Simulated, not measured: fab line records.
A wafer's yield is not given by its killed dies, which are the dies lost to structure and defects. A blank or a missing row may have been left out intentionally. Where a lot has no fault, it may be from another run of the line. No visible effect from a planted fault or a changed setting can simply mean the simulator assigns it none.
Which tool did it?    flow sky130    6 lots with 18 wafers sampled at 2 steps, on a route of 708 steps

## WHAT THE GAUGES SHOWED, per wafer
SKY_NWELL_RS_MEAS_29: uses a four-point probe to measure.
lot   measured      on             NWELL_RS (ohm/sq)
L632  day 6 02:23   film-metro-02  622.0 623.0 621.7
L636  day 7 03:17   film-metro-02  624.3 626.6 627.9
L639  day 7 18:53   film-metro-03  642.4 642.1 641.1
L647  day 9 20:59   film-metro-03  623.4 624.8 624.4
L649  day 10 08:38  film-metro-03  627.0 624.4 625.6
L652  day 11 13:01  film-metro-04  622.9 624.9 624.2

## WHAT TOOL EACH LOT RAN ON (gives the tool, then ch and the chambers of the sampled wafers, and finally the start)
lot   SKY_NWELL_IMPLANT_11
L632  implanter-02 ch 0, day 5 07:13
L636  implanter-01 ch 0, day 6 07:13
L639  implanter-01 ch 0, day 6 23:16
L647  implanter-04 ch 0, day 8 21:46
L649  implanter-02 ch 0, day 9 09:08
L652  implanter-01 ch 0, day 10 12:31
- SKY_NWELL_IMPLANT_11

## THE ANSWER, worked out from the rows above alone
Rule: the usual values come from the lots themselves. The widest of any qualifying gaps counts: lots, ordered by their means at a reading, are off when they make up no more than a third of the lots, leave a main group of 4 or more, and stand apart from it by 3 or more times the standard deviation of that group's means. Not used: any main group whose means are identical at the precision the tables above print for the reading. Also off: a lot with no number at a reading for which 4 or more lots have one. Any other lot the step has rows for is counted as sound.
Off: at SKY_NWELL_RS_MEAS_29 (NWELL_RS), L639. Main group: mean 624.5 ohm/sq, sd 1.4.
If a tool, at a process step before that reading, ran all the lots that are off and no sound lot after the first of them, it fits. Gauges at SKY_NWELL_RS_MEAS_29: tried the same way as those tools. Not one of the candidates tried fits.

## WHAT WAS PUT IN BY THE SIMULATOR
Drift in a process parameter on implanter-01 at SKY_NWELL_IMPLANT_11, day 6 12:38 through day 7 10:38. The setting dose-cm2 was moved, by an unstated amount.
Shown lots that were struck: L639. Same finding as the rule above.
